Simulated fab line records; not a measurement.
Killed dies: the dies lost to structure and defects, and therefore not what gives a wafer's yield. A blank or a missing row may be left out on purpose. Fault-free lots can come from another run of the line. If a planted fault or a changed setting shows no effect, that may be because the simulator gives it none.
fab line records	flow sky130
[record] lots = 6	wafers = 18	last_day = 49
route steps=708 shown SD_P@327 RES_XHIGH@332 SD_N@342 SALICIDE@361 PAD_OPEN@708
lots untouched by any fault: they come from a run of this same line in which no faults occurred
start_h: hours from the record's opening day to when the first of the lot's shown wafers began	wait_h: time in hours since the lot's previous step	" as in the row above	L1.1+2: several wafers, shown together as one row	- value missing, or start not given	* or withheld: withheld	< > ~ a bound
route shown NAME@n: NAME is a module with steps in the file, n the number in the route of the first one	usual: mean/standard deviation of fault-free wafers	same: alike in all rows	chamber/n: place in a boat	sites: per-site readings	_std_site: standard deviation of those values	_edge_site: mean of outer sites minus mean of inner sites	radius_mm: for every site, how far away it sits from the centre of the wafer	mask NAME#n: copy n	behind: the most recent tool/chamber to have shaped the wafer	hold: reason for holding the lot/hours on hold/outcome of the hold	device: the transistor (n, p or np) that didn't switch	end of line: the tests these same wafers got at the end of their route	step lacking rows: just its recipe	killed: count of dies lost to structure and defects at first sort (not the wafer's yield)	map: shows each die of a wafer: x if killed, . if not, _ if none is there
set.NAME: the setting as run; set.NAME@STEP: as run at that earlier step	model.NAME: the simulator's own value behind a step, which no gauge read
lots seen at some steps along the route; tables by step, rows by wafer
services: when a tool's chamber went out of use (start_h, in hours from the record's first day, below 0 if earlier), for how many hours, and the reason
[[steps]]
[step SKY_SD_P_CD_MEAS_07]
[recipe] target_cd_nm = 380
[usual] cd_nm = 379.6/2.6
lot.wafer	tool	chamber	start_h	wait_h	cd_nm
L367.1	cd_sem-01	-	606.84	0.1	377.0
L367.4	"	-	"	"	378.3
L367.5	"	-	"	"	375.0
L369.2	cd_sem-02	-	616.71	0.1	383.7
L369.5	"	-	"	"	381.1
L369.6	"	-	"	"	381.4
L371.1	cd_sem-02	-	632.67	0.1	380.5
L371.4	"	-	"	"	378.6
L371.5	"	-	"	"	380.6
L377.1	cd_sem-02	-	689.80	0.1	380.0
L377.2	"	-	"	"	379.3
L377.4	"	-	"	"	378.9
L380.1	cd_sem-01	-	710.10	0.1	384.8
L380.3	"	-	"	"	382.7
L380.4	"	-	"	"	385.1
L382.3	cd_sem-02	-	722.81	0.1	381.2
L382.4	"	-	"	"	378.6
L382.5	"	-	"	"	378.7
[step SKY_SD_P_OVL_MEAS_08]
[usual] SD_P_OVL = 0.7/1.1
lot.wafer	tool	chamber	start_h	wait_h	SD_P_OVL[nm]
L367.1	overlay-02	-	606.96	0.1	0.2
L367.4	"	-	"	"	0.6
L367.5	"	-	"	"	0.5
L369.2	overlay-02	-	616.81	0.1	1.5
L369.5	"	-	"	"	1.4
L369.6	"	-	"	"	2.0
L371.1	overlay-01	-	632.79	0.1	0.3
L371.4	"	-	"	"	1.3
L371.5	"	-	"	"	1.7
L377.1	overlay-02	-	689.92	0.1	0.8
L377.2	"	-	"	"	0.3
L377.4	"	-	"	"	0.1
L380.1	overlay-01	-	710.22	0.1	0.9
L380.3	"	-	"	"	-0.3
L380.4	"	-	"	"	0.4
L382.3	overlay-02	-	722.90	0.1	0.6
L382.4	"	-	"	"	0.3
L382.5	"	-	"	"	-0.1
[step SKY_SD_P_IMPLANT_09]
[recipe] species = BF2	energy_kev = 20	dose_cm2 = 3e+15	tilt_deg = 0
[step SKY_SD_P_STRIP_10]
[recipe] chemistry = O2/N2	power_w = 1400	pressure_mtorr = 1500	platen_temp_c = withheld	o2_flow_sccm = 3000	n2_flow_sccm = 300	overash_fraction = 0.5
[usual] chamber_pressure_mTorr = 1500.0/1.3	drypump_motor_current_A = 6.2/0.35	oes_product_au = 0.618/0.0045	strip_time_to_endpoint_s = 17.48/0.035
lot.wafer	tool	chamber	start_h	wait_h	chamber_pressure_mTorr	drypump_motor_current_A	oes_product_au	rf_hours_counter_h	strip_time_to_endpoint_s
L367.1	plasma_asher-01	1	607.14	0.1	1502.2	5.8	0.621	50	17.50
L367.4	"	0	"	"	1499.4	6.7	0.623	-	17.44
L367.5	"	1	"	"	1502.2	5.8	0.618	-	17.52
L369.2	plasma_asher-01	0	616.99	0.1	1501.4	6.6	0.622	51	17.51
L369.5	"	0	"	"	1500.3	6.7	0.619	-	17.51
L369.6	"	1	"	"	1498.5	5.8	0.619	-	17.49
L371.1	plasma_asher-01	0	632.98	0.1	1500.1	6.6	0.613	53	17.45
L371.4	"	0	"	"	1496.7	6.6	0.620	-	17.49
L371.5	"	0	"	"	1497.3	6.6	0.622	-	17.49
L377.1	plasma_asher-01	1	690.11	0.1	1501.0	5.8	0.622	59	17.42
L377.2	"	0	"	"	1501.0	6.6	0.618	59	17.46
L377.4	"	0	"	"	1502.1	6.6	0.613	-	17.49
L380.1	plasma_asher-04	1	710.41	0.1	1499.8	5.8	0.626	101	17.47
L380.3	"	0	"	"	1501.0	6.6	0.608	-	17.51
L380.4	"	1	"	"	1501.2	5.8	0.617	-	17.46
L382.3	plasma_asher-03	0	723.11	0.1	1499.7	5.9	0.618	-	17.44
L382.4	"	1	"	"	1500.3	6.2	0.616	-	17.41
L382.5	"	1	"	"	1500.9	6.2	0.619	-	17.47
[step SKY_SD_P_TW_MEAS_11]
[usual] SD_P_TW = 2846/34
lot.wafer	tool	chamber	start_h	wait_h	SD_P_TW
L367.1	film_metro-01	-	607.24	0.1	2794
L367.4	"	-	"	"	2799
L367.5	"	-	"	"	2796
L369.2	film_metro-03	-	617.10	0.1	2852
L369.5	"	-	"	"	2845
L369.6	"	-	"	"	2843
L371.1	film_metro-04	-	633.08	0.1	2855
L371.4	"	-	"	"	2845
L371.5	"	-	"	"	2854
L377.1	film_metro-04	-	690.21	0.1	2852
L377.2	"	-	"	"	2868
L377.4	"	-	"	"	2862
L380.1	film_metro-03	-	710.51	0.1	2860
L380.3	"	-	"	"	2861
L380.4	"	-	"	"	2874
L382.3	film_metro-03	-	723.20	0.1	2839
L382.4	"	-	"	"	2820
L382.5	"	-	"	"	2840
[step SKY_RES_XHIGH_DEHYDRATE_00]
[recipe] temp_c = 200	time_s = 60
[step SKY_RES_XHIGH_HMDS_01]
[recipe] prime_time_s = 60	prime_temp_c = 120
[step SKY_RES_XHIGH_COAT_02]
[recipe] resist = NOVOLAK	spin_rpm = 3000	resist_thk_nm = 1140
[step SKY_RES_XHIGH_SOFTBAKE_03]
[recipe] temp_c = 90	time_s = 60	resist = NOVOLAK
[step SKY_RES_XHIGH_EXPOSE_04]
[recipe] mask_id = URPM	na = 0.6	source_shape = conventional	sigma_outer = 0.6	polarization = unpolarized	target_cd_nm = 1270	dose_mj = 140
[step SKY_RES_XHIGH_PEB_05]
[recipe] temp_c = withheld	time_s = *	resist = NOVOLAK
[step SKY_RES_XHIGH_DEVELOP_06]
[recipe] resist = NOVOLAK	developer = TMAH	develop_time_s = 60	dev_temp_c = 23
[step SKY_RES_XHIGH_IMPLANT_07]
[recipe] species = BF2	energy_kev = 20	dose_cm2 = 3.6e+14	tilt_deg = 0
[usual] beam_energy_keV = 20.001/0.0055
lot.wafer	tool	chamber	start_h	wait_h	beam_energy_keV
L367.1	implanter-03	0	636.80	0.1	19.998
L367.4	"	0	"	"	19.991
L367.5	"	0	"	"	19.998
L369.2	implanter-01	0	646.26	0.1	20.000
L369.5	"	0	"	"	20.001
L369.6	"	0	"	"	20.008
L371.1	implanter-03	0	662.37	0.1	20.003
L371.4	"	0	"	"	19.991
L371.5	"	0	"	"	19.994
L377.1	implanter-03	0	717.37	0.1	20.005
L377.2	"	0	"	"	20.006
L377.4	"	0	"	"	20.000
L377.1	implanter-03	0	717.69	0.3	20.001
L377.2	"	0	"	"	20.008
L377.4	"	0	"	"	20.001
L380.1	implanter-03	0	738.09	0.1	19.997
L380.3	"	0	"	"	20.006
L380.4	"	0	"	"	19.997
L380.1	implanter-03	0	738.40	0.3	20.002
L380.3	"	0	"	"	19.998
L380.4	"	0	"	"	19.997
L382.3	implanter-01	0	751.02	0.1	19.998
L382.4	"	0	"	"	19.996
L382.5	"	0	"	"	19.995
[step SKY_RES_XHIGH_STRIP_08]
[recipe] chemistry = O2/N2	power_w = 1400	pressure_mtorr = 1500	platen_temp_c = withheld	o2_flow_sccm = 3000	n2_flow_sccm = 300	overash_fraction = 0.5
[usual] chamber_pressure_mTorr = 1500.0/1.3	drypump_motor_current_A = 6.0/0.56	oes_product_au = 0.712/0.0042	strip_time_to_endpoint_s = 14.27/0.042
lot.wafer	tool	chamber	start_h	wait_h	chamber_pressure_mTorr	drypump_motor_current_A	oes_product_au	rf_hours_counter_h	strip_time_to_endpoint_s
L367.1	plasma_asher-01	0	636.95	0.1	1500.1	6.6	0.706	53	14.29
L367.4	"	0	"	"	1500.3	6.6	0.709	-	14.26
L367.5	"	1	"	"	1500.1	5.9	0.712	-	14.27
L369.2	plasma_asher-02	0	646.39	0.1	1501.8	5.0	0.709	81	14.27
L369.5	"	0	"	"	1499.1	5.0	0.710	-	14.25
L369.6	"	1	"	"	1498.5	6.1	0.710	-	14.28
L371.1	plasma_asher-01	0	662.52	0.1	1498.8	6.6	0.713	56	14.29
L371.4	"	1	"	"	1499.7	5.8	0.716	-	14.30
L371.5	"	0	"	"	1500.4	6.6	0.713	-	14.31
L377.1	plasma_asher-01	1	717.84	0.1	1498.7	5.8	0.692	61	15.02
L377.2	"	0	"	"	1503.7	6.6	0.681	61	15.06
L377.4	"	0	"	"	1502.1	6.7	0.688	-	15.04
L380.1	plasma_asher-01	1	738.55	0.1	1502.8	5.8	0.687	63	15.11
L380.3	"	1	"	"	1500.7	5.8	0.689	-	15.10
L380.4	"	0	"	"	1501.5	6.6	0.678	-	15.14
L382.3	plasma_asher-01	1	751.16	0.1	1499.3	5.8	0.705	-	14.32
L382.4	"	0	"	"	1499.5	6.7	0.720	-	14.30
L382.5	"	0	"	"	1500.1	6.7	0.711	-	14.32
[step SKY_RES_XHIGH_TW_MEAS_09]
[usual] RES_XHIGH_TW = 1648/19
lot.wafer	tool	chamber	start_h	wait_h	RES_XHIGH_TW
L367.1	film_metro-01	-	637.05	0.1	1624
L367.4	"	-	"	"	1633
L367.5	"	-	"	"	1628
L369.2	film_metro-04	-	646.50	0.1	1657
L369.5	"	-	"	"	1651
L369.6	"	-	"	"	1656
L371.1	film_metro-03	-	662.62	0.1	1651
L371.4	"	-	"	"	1650
L371.5	"	-	"	"	1655
L377.1	film_metro-01	-	717.94	0.1	2002
L377.2	"	-	"	"	2006
L377.4	"	-	"	"	2000
L380.1	film_metro-04	-	738.65	0.1	2045
L380.3	"	-	"	"	2033
L380.4	"	-	"	"	2037
L382.3	film_metro-03	-	751.24	0.1	1658
L382.4	"	-	"	"	1667
L382.5	"	-	"	"	1668
[step SKY_SD_N_DEHYDRATE_00]
[recipe] temp_c = 200	time_s = 60
[step SKY_SD_N_HMDS_01]
[recipe] prime_time_s = 60	prime_temp_c = 120
[step SKY_SD_N_COAT_02]
[recipe] resist = NOVOLAK	spin_rpm = 3000	resist_thk_nm = 1140
[step SKY_SD_N_SOFTBAKE_03]
[recipe] temp_c = 90	time_s = 60	resist = NOVOLAK
[step SKY_SD_N_EXPOSE_04]
[recipe] mask_id = NSDM	na = 0.6	source_shape = conventional	sigma_outer = 0.6	polarization = unpolarized	target_cd_nm = 380	dose_mj = 141
[step SKY_SD_N_PEB_05]
[recipe] temp_c = withheld	time_s = *	resist = NOVOLAK
[step SKY_SD_N_DEVELOP_06]
[recipe] resist = NOVOLAK	developer = TMAH	develop_time_s = 60	dev_temp_c = 23
[step SKY_SD_N_CD_MEAS_07]
[recipe] target_cd_nm = 380
[usual] cd_nm = 380.8/2.3
lot.wafer	tool	chamber	start_h	wait_h	cd_nm
L367.1	cd_sem-02	-	665.87	0.1	380.4
L367.4	"	-	"	"	380.9
L367.5	"	-	"	"	377.2
L369.2	cd_sem-02	-	674.57	0.1	379.9
L369.5	"	-	"	"	381.0
L369.6	"	-	"	"	381.2
L371.1	cd_sem-02	-	691.17	0.1	384.3
L371.4	"	-	"	"	380.9
L371.5	"	-	"	"	381.9
L377.1	cd_sem-01	-	745.57	0.1	384.7
L377.2	"	-	"	"	386.2
L377.4	"	-	"	"	382.8
L380.1	cd_sem-02	-	766.57	0.1	381.9
L380.3	"	-	"	"	378.1
L380.4	"	-	"	"	380.1
L382.3	cd_sem-02	-	778.51	0.1	385.5
L382.4	"	-	"	"	384.0
L382.5	"	-	"	"	382.8
[step SKY_SD_N_OVL_MEAS_08]
[usual] SD_N_OVL = 0.3/1.4
lot.wafer	tool	chamber	start_h	wait_h	SD_N_OVL[nm]
L367.1	overlay-02	-	665.99	0.1	-1.6
L367.4	"	-	"	"	0.2
L367.5	"	-	"	"	-1.1
L369.2	overlay-02	-	674.68	0.1	0.4
L369.5	"	-	"	"	0.9
L369.6	"	-	"	"	-0.3
L371.1	overlay-01	-	691.29	0.1	0.7
L371.4	"	-	"	"	0.6
L371.5	"	-	"	"	0.9
L377.1	overlay-02	-	745.69	0.1	1.5
L377.2	"	-	"	"	1.0
L377.4	"	-	"	"	0.6
L380.1	overlay-01	-	766.69	0.1	0.7
L380.3	"	-	"	"	1.3
L380.4	"	-	"	"	1.5
L382.3	overlay-02	-	778.60	0.1	1.2
L382.4	"	-	"	"	1.4
L382.5	"	-	"	"	1.1
[step SKY_SD_N_IMPLANT_09]
[recipe] species = As	energy_kev = 50	dose_cm2 = 4e+15	tilt_deg = 0
[step SKY_SD_N_IMPLANT_10]
[recipe] species = P	energy_kev = 20	dose_cm2 = 1e+14	tilt_deg = 0
[step SKY_SD_N_STRIP_11]
[recipe] chemistry = O2/N2	power_w = 1400	pressure_mtorr = 1500	platen_temp_c = withheld	o2_flow_sccm = 3000	n2_flow_sccm = 300	overash_fraction = 0.5
[usual] chamber_pressure_mTorr = 1499.9/1.3	drypump_motor_current_A = 5.9/0.53	oes_product_au = 0.528/0.0045	strip_time_to_endpoint_s = 22.54/0.046
lot.wafer	tool	chamber	start_h	wait_h	chamber_pressure_mTorr	drypump_motor_current_A	oes_product_au	rf_hours_counter_h	strip_time_to_endpoint_s
L367.1	plasma_asher-01	1	666.33	0.1	1499.6	5.8	0.530	56	22.55
L367.4	"	0	"	"	1501.0	6.7	0.521	-	22.55
L367.5	"	1	"	"	1498.7	5.8	0.528	-	22.54
L369.2	plasma_asher-01	0	675.01	0.1	1500.5	6.7	0.526	57	22.62
L369.5	"	1	"	"	1500.4	5.8	0.524	-	22.57
L369.6	"	0	"	"	1498.6	6.6	0.529	-	22.57
L371.1	plasma_asher-01	1	691.63	0.1	1501.0	5.8	0.534	59	22.45
L371.4	"	1	"	"	1499.1	5.8	0.532	-	22.44
L371.5	"	0	"	"	1501.9	6.7	0.530	-	22.45
L377.1	plasma_asher-02	0	746.03	0.1	1501.5	5.0	0.534	91	22.56
L377.2	"	1	"	"	1499.3	6.1	0.534	91	22.54
L377.4	"	0	"	"	1498.5	5.0	0.535	-	22.52
L380.1	plasma_asher-03	1	767.03	0.1	1500.6	6.2	0.525	34	22.49
L380.3	"	1	"	"	1499.7	6.2	0.528	-	22.54
L380.4	"	0	"	"	1500.2	6.0	0.528	-	22.54
L382.3	plasma_asher-02	0	778.96	0.1	1500.9	5.0	0.539	-	22.52
L382.4	"	1	"	"	1497.1	6.1	0.528	-	22.48
L382.5	"	1	"	"	1503.4	6.0	0.531	-	22.49
[step SKY_SD_N_TW_MEAS_12]
[usual] SD_N_TW = 4001/52
lot.wafer	tool	chamber	start_h	wait_h	SD_N_TW
L367.1	film_metro-01	-	666.43	0.1	3960
L367.4	"	-	"	"	3971
L367.5	"	-	"	"	3974
L369.2	film_metro-01	-	675.12	0.1	3928
L369.5	"	-	"	"	3914
L369.6	"	-	"	"	3950
L371.1	film_metro-01	-	691.73	0.1	3939
L371.4	"	-	"	"	3956
L371.5	"	-	"	"	3954
L377.1	film_metro-01	-	746.13	0.1	3958
L377.2	"	-	"	"	3977
L377.4	"	-	"	"	3953
L380.1	film_metro-03	-	767.13	0.1	4048
L380.3	"	-	"	"	4032
L380.4	"	-	"	"	4053
L382.3	film_metro-01	-	779.05	0.1	3950
L382.4	"	-	"	"	3953
L382.5	"	-	"	"	3965
[step SKY_SD_N_CLEAN_13]
[recipe] chemistry = SC1/SC2	mix = 1:4:20	temp_c = 70	time_s = 150	dry = n2_spin
[step SKY_SD_N_RTA_14]
[recipe] temp_c = 1075	time_s = 2	idle_temp_c = 650	ramp_up_c_per_s = 150	ramp_down_c_per_s = 90	ambient = N2
[usual] lamp_power_pct = 15.74/0.06	wafer_temp_C_max = 1078.1/1.4
lot.wafer	tool	chamber	start_h	wait_h	lamp_power_pct	wafer_temp_C_max
L367.1	rtp_anneal-01	0	666.54	0.0	15.77	1075.9
L367.4	"	0	"	"	15.70	1077.2
L367.5	"	0	"	"	15.73	1078.6
L369.2	rtp_anneal-01	0	675.23	0.0	15.91	1077.6
L369.5	"	0	"	"	15.88	1078.1
L369.6	"	0	"	"	15.70	1078.4
L371.1	rtp_anneal-01	0	691.84	0.0	15.84	1078.0
L371.4	"	0	"	"	15.75	1077.6
L371.5	"	0	"	"	15.74	1076.8
L377.1	rtp_anneal-01	0	746.31	0.0	15.70	1079.5
L377.2	"	0	"	"	15.76	1078.1
L377.4	"	0	"	"	15.79	1077.1
L380.1	rtp_anneal-02	0	767.24	0.0	15.77	1078.8
L380.3	"	0	"	"	15.73	1077.5
L380.4	"	0	"	"	15.75	1079.8
L382.3	rtp_anneal-02	0	779.21	0.0	15.70	1080.1
L382.4	"	0	"	"	15.75	1076.3
L382.5	"	0	"	"	15.67	1077.6
[step SKY_SD_N_RS_MEAS_16]
[recipe] thk_meas_gauge = four-point-probe
[usual] SD_N_RS = 68.60/0.13
lot.wafer	tool	chamber	start_h	wait_h	SD_N_RS[ohm/sq]
L367.1	film_metro-03	-	666.72	0.1	68.51
L367.4	"	-	"	"	68.58
L367.5	"	-	"	"	68.43
L369.2	film_metro-03	-	675.41	0.1	68.63
L369.5	"	-	"	"	68.68
L369.6	"	-	"	"	68.47
L371.1	film_metro-04	-	692.01	0.1	68.34
L371.4	"	-	"	"	68.42
L371.5	"	-	"	"	68.46
L377.1	film_metro-01	-	746.48	0.1	68.80
L377.2	"	-	"	"	68.70
L377.4	"	-	"	"	68.57
L380.1	film_metro-04	-	767.41	0.1	68.59
L380.3	"	-	"	"	68.58
L380.4	"	-	"	"	68.53
L382.3	film_metro-01	-	779.40	0.1	68.73
L382.4	"	-	"	"	68.64
L382.5	"	-	"	"	68.64
[step SKY_SD_N_RS_MEAS_17]
[recipe] thk_meas_gauge = four-point-probe
[usual] SD_P_RS = 147.2/0.44
lot.wafer	tool	chamber	start_h	wait_h	SD_P_RS[ohm/sq]
L367.1	film_metro-03	-	666.84	0.1	146.8
L367.4	"	-	"	"	146.8
L367.5	"	-	"	"	146.6
L369.2	film_metro-03	-	675.53	0.1	147.6
L369.5	"	-	"	"	147.4
L369.6	"	-	"	"	146.7
L371.1	film_metro-04	-	692.13	0.1	146.8
L371.4	"	-	"	"	146.7
L371.5	"	-	"	"	146.5
L377.1	film_metro-01	-	746.60	0.1	147.8
L377.2	"	-	"	"	147.8
L377.4	"	-	"	"	147.7
L380.1	film_metro-04	-	767.53	0.1	147.0
L380.3	"	-	"	"	146.9
L380.4	"	-	"	"	147.0
L382.3	film_metro-01	-	779.52	0.1	147.6
L382.4	"	-	"	"	147.6
L382.5	"	-	"	"	148.0
[step SKY_SD_N_RS_MEAS_18]
[recipe] thk_meas_gauge = four-point-probe
[usual] RES_XHIGH_RS = 333.6/1.3
lot.wafer	tool	chamber	start_h	wait_h	RES_XHIGH_RS[ohm/sq]
L367.1	film_metro-03	-	666.96	0.1	332.3
L367.4	"	-	"	"	332.0
L367.5	"	-	"	"	332.3
L369.2	film_metro-03	-	675.65	0.1	333.2
L369.5	"	-	"	"	334.5
L369.6	"	-	"	"	333.7
L371.1	film_metro-04	-	692.25	0.1	334.5
L371.4	"	-	"	"	334.1
L371.5	"	-	"	"	332.4
L377.1	film_metro-01	-	746.72	0.1	205.1
L377.2	"	-	"	"	205.0
L377.4	"	-	"	"	205.6
L380.1	film_metro-04	-	767.65	0.1	204.2
L380.3	"	-	"	"	203.5
L380.4	"	-	"	"	203.9
L382.3	film_metro-01	-	779.64	0.1	335.3
L382.4	"	-	"	"	335.4
L382.5	"	-	"	"	336.3
[step SKY_SALICIDE_CLEAN_00]
[recipe] chemistry = HF-last	time_s = 30	dilution = 100:1	dry = ipa_marangoni
[step SKY_PAD_OPEN_PROBE_99]
[usual] killed_at_M0_to_M3 = 44/7.4	killed_at_M4_up = 3.0/1.8	killed_at_contacts = 24/5.1	killed_at_front_end = 15/4.3	killed_at_other = 0.3/0.54	killed_dies = 86/9.9	killed_open = 47/7.1	killed_short = 38/6.7
[same] gross_dies = 492	killed_at_back_side = 0
lot.wafer	tool	chamber	start_h	wait_h	killed_at_M0_to_M3	killed_at_M4_up	killed_at_contacts	killed_at_front_end	killed_at_other	killed_dies	killed_open	killed_short	model.etest.res_xhigh_po.line_ohm_um	model.etest.res_xhigh_po.rs_ohm_sq
L367.1	prober-02	-	1094.17	0.1	48	3	20	17	0	88	46	42	5402	1885
L367.4	prober-02	-	1094.32	0.2	33	1	27	11	0	72	37	35	5482	1931
L367.5	prober-02	-	1094.37	0.2	51	1	39	12	0	103	59	44	5600	1959
L369.2	prober-02	-	1098.84	0.1	33	2	27	9	0	71	40	31	5912	2021
L369.5	prober-02	-	1098.99	0.2	48	2	30	17	2	99	53	46	5772	1988
L369.6	prober-02	-	1099.04	0.2	47	4	24	20	0	95	51	44	5826	2015
L371.1	prober-02	-	1113.49	0.1	41	2	21	22	0	86	51	35	5727	1977
L371.4	prober-02	-	1113.64	0.2	39	1	26	21	0	87	49	38	5475	1946
L371.5	prober-02	-	1113.69	0.2	45	5	24	18	0	92	52	40	5402	1906
L377.1	prober-01	-	1149.48	0.1	34	10	30	14	0	88	46	42	1908	666.3
L377.2	prober-01	-	1149.53	0.1	47	4	24	18	0	93	53	40	1852	654.5
L377.4	prober-01	-	1149.63	0.2	47	6	21	6	0	80	41	39	1867	659
L380.1	prober-02	-	1164.71	0.1	34	3	24	18	1	80	44	36	1861	655
L380.3	prober-02	-	1164.81	0.2	44	3	27	16	0	90	48	42	1906	665.6
L380.4	prober-02	-	1164.86	0.2	37	2	26	27	0	92	52	40	1989	678.6
L382.3	prober-02	-	1173.04	0.2	42	3	15	16	0	76	48	28	5265	1889
L382.4	prober-02	-	1173.09	0.2	51	5	22	17	0	95	51	44	5719	2006
L382.5	prober-02	-	1173.14	0.2	49	4	30	23	1	107	52	54	5523	1944
// killed by level:class
L367.1 LI_CONTACT:geometric_particle:open=8 VIA1:geometric_particle:open=8 CONTACT:geometric_particle:open=7 VIA2:geometric_particle:open=6 VIA1:geometric_particle:short=6 METAL2:geometric_particle:short=6 FIELD_ISO:geometric_particle:short=5 VIA2:geometric_particle:short=5
L367.4 CONTACT:geometric_particle:short=12 LI_CONTACT:geometric_particle:open=9 VIA1:geometric_particle:open=6 FIELD_ISO:geometric_particle:short=5 METAL2:geometric_particle:short=5 CONTACT:geometric_particle:open=5 VIA2:geometric_particle:open=5 VIA1:geometric_particle:short=4
L367.5 CONTACT:geometric_particle:open=21 VIA1:geometric_particle:open=9 METAL1:geometric_particle:short=8 VIA2:geometric_particle:open=8 VIA3:geometric_particle:open=7 CONTACT:geometric_particle:short=7 LI_CONTACT:geometric_particle:open=6 VIA1:geometric_particle:short=6
L369.2 VIA1:geometric_particle:open=9 CONTACT:geometric_particle:open=9 CONTACT:geometric_particle:short=7 VIA2:geometric_particle:open=7 LOCAL_INTERCONNECT:geometric_particle:short=4 VIA2:geometric_particle:short=4 POLY_GATE:geometric_particle:open=3 LI_CONTACT:geometric_particle:open=3
L369.5 CONTACT:geometric_particle:open=12 VIA1:geometric_particle:open=8 LI_CONTACT:geometric_particle:open=7 VIA2:geometric_particle:open=7 FIELD_ISO:geometric_particle:open=5 LOCAL_INTERCONNECT:geometric_particle:short=5 METAL1:geometric_particle:short=5 VIA3:geometric_particle:open=5
L369.6 VIA1:geometric_particle:open=13 FIELD_ISO:geometric_particle:short=7 LI_CONTACT:geometric_particle:open=7 VIA1:geometric_particle:short=7 CONTACT:geometric_particle:short=6 CONTACT:geometric_particle:open=6 VIA2:geometric_particle:open=6 VIA3:geometric_particle:open=6
L371.1 VIA1:geometric_particle:open=11 FIELD_ISO:geometric_particle:open=10 CONTACT:geometric_particle:open=8 METAL2:geometric_particle:short=6 FIELD_ISO:geometric_particle:short=5 VIA2:geometric_particle:open=5 VIA3:geometric_particle:open=5 LI_CONTACT:geometric_particle:open=4
L371.4 VIA1:geometric_particle:open=12 LI_CONTACT:geometric_particle:open=10 CONTACT:geometric_particle:open=7 FIELD_ISO:geometric_particle:open=6 LOCAL_INTERCONNECT:geometric_particle:short=5 METAL1:geometric_particle:short=5 METAL2:geometric_particle:short=5 FIELD_ISO:geometric_particle:short=4
L371.5 VIA1:geometric_particle:open=10 VIA3:geometric_particle:open=9 LI_CONTACT:geometric_particle:open=8 CONTACT:geometric_particle:open=8 POLY_GATE:geometric_particle:short=6 METAL2:geometric_particle:short=6 LOCAL_INTERCONNECT:geometric_particle:short=6 POLY_GATE:geometric_particle:open=5
L377.1 VIA1:geometric_particle:open=11 CONTACT:geometric_particle:open=8 METAL4:geometric_particle:short=7 LI_CONTACT:geometric_particle:open=6 CONTACT:geometric_particle:short=6 VIA2:geometric_particle:open=6 FIELD_ISO:geometric_particle:short=4 LI_CONTACT:geometric_particle:short=4
L377.2 CONTACT:geometric_particle:open=12 VIA1:geometric_particle:open=10 METAL1:geometric_particle:short=9 VIA3:geometric_particle:open=7 METAL2:geometric_particle:short=6 POLY_GATE:geometric_particle:short=5 LI_CONTACT:geometric_particle:open=5 FIELD_ISO:geometric_particle:open=4
L377.4 VIA3:geometric_particle:open=10 METAL2:geometric_particle:short=9 CONTACT:geometric_particle:open=6 VIA1:geometric_particle:open=6 VIA2:geometric_particle:open=5 LI_CONTACT:geometric_particle:open=5 VIA1:geometric_particle:short=4 CONTACT:geometric_particle:short=4
L380.1 CONTACT:geometric_particle:short=7 VIA1:geometric_particle:open=7 LI_CONTACT:geometric_particle:open=7 METAL2:geometric_particle:short=7 VIA2:geometric_particle:open=7 FIELD_ISO:geometric_particle:short=6 VIA3:geometric_particle:open=5 SPACER:geometric_particle:short=4
L380.3 VIA1:geometric_particle:open=10 CONTACT:geometric_particle:open=9 METAL2:geometric_particle:short=8 LI_CONTACT:geometric_particle:open=6 CONTACT:geometric_particle:short=6 VIA3:geometric_particle:open=6 LI_CONTACT:geometric_particle:short=5 METAL1:geometric_particle:short=5
L380.4 CONTACT:geometric_particle:open=14 VIA1:geometric_particle:open=9 FIELD_ISO:geometric_particle:short=8 FIELD_ISO:geometric_particle:open=6 VIA3:geometric_particle:open=6 LI_CONTACT:geometric_particle:open=5 VIA2:geometric_particle:open=5 POLY_GATE:geometric_particle:short=4
L382.3 VIA3:geometric_particle:open=9 VIA1:geometric_particle:open=8 CONTACT:geometric_particle:open=7 LI_CONTACT:geometric_particle:open=6 VIA2:geometric_particle:open=6 POLY_GATE:geometric_particle:short=5 FIELD_ISO:geometric_particle:open=4 VIA2:geometric_particle:short=4
L382.4 VIA3:geometric_particle:open=13 VIA1:geometric_particle:open=9 METAL2:geometric_particle:short=9 FIELD_ISO:geometric_particle:open=7 CONTACT:geometric_particle:open=6 VIA1:geometric_particle:short=5 LI_CONTACT:geometric_particle:open=5 POLY_GATE:geometric_particle:short=4
L382.5 METAL1:geometric_particle:short=11 CONTACT:geometric_particle:open=9 LI_CONTACT:geometric_particle:open=9 VIA1:geometric_particle:open=9 CONTACT:geometric_particle:short=8 FIELD_ISO:geometric_particle:short=7 FIELD_ISO:geometric_particle:open=7 METAL2:geometric_particle:short=5
[[services]]
tool	chamber	start_h	hours	kind
implanter-01	-	584.78	5.7	repair
plasma_asher-04	-	588.68	2.8	pm
plasma_asher-04	-	633.45	12.5	repair
plasma_asher-01	-	643.15	0.6	repair
implanter-01	-	677.77	8.0	repair
plasma_asher-02	-	702.07	2.5	repair
implanter-01	-	712.03	8.7	repair
plasma_asher-04	-	733.75	9.0	pm
plasma_asher-04	0	733.75	9.0	vent_cycle
plasma_asher-04	1	733.75	9.0	vent_cycle
implanter-01	-	740.53	4.0	pm
plasma_asher-04	0	742.75	-	clean
plasma_asher-04	1	742.75	-	clean
plasma_asher-02	-	743.28	0.5	repair
implanter-03	-	748.19	4.6	repair
implanter-01	-	753.62	1.2	repair
[[key]]
[first_sign] step = SKY_RES_XHIGH_IMPLANT_07	reading = visit	direction = added
[effect] step = SKY_RES_XHIGH_STRIP_08	reading = strip_time_to_endpoint_s	direction = up	sigmas = 19	usual = *	struck = *
[effect] step = SKY_RES_XHIGH_TW_MEAS_09	reading = RES_XHIGH_TW	direction = up	sigmas = 19	usual = 1648	struck = 2020
[effect] step = SKY_SD_N_RS_MEAS_18	reading = RES_XHIGH_RS	direction = down	sigmas = 99+	usual = 333.6	struck = 204.6
[model_effect] step = SKY_PAD_OPEN_PROBE_99	value = etest.res_xhigh_po.line_ohm_um	without = 5754	struck = 1897
met_at SKY_RES_XHIGH_IMPLANT_07
struck_wafers L377.1,L377.2,L377.4,L380.1,L380.3,L380.4
tester_left_out L377,L380
[fault] kind = repeated_step_whole	tool = implanter-01,implanter-02,implanter-03	chamber = -	onset_h = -	steps = SKY_RES_XHIGH_IMPLANT_07	times = 1	scope = struck_lots_only
// tester_left_out: of these lots the tester's yield and bins aren't shown, on N5 and GAA mostly nor the transistor test; their killed dies are dies lost to structure and defects alone, not to doping, threshold or leakage, so they don't give the yield
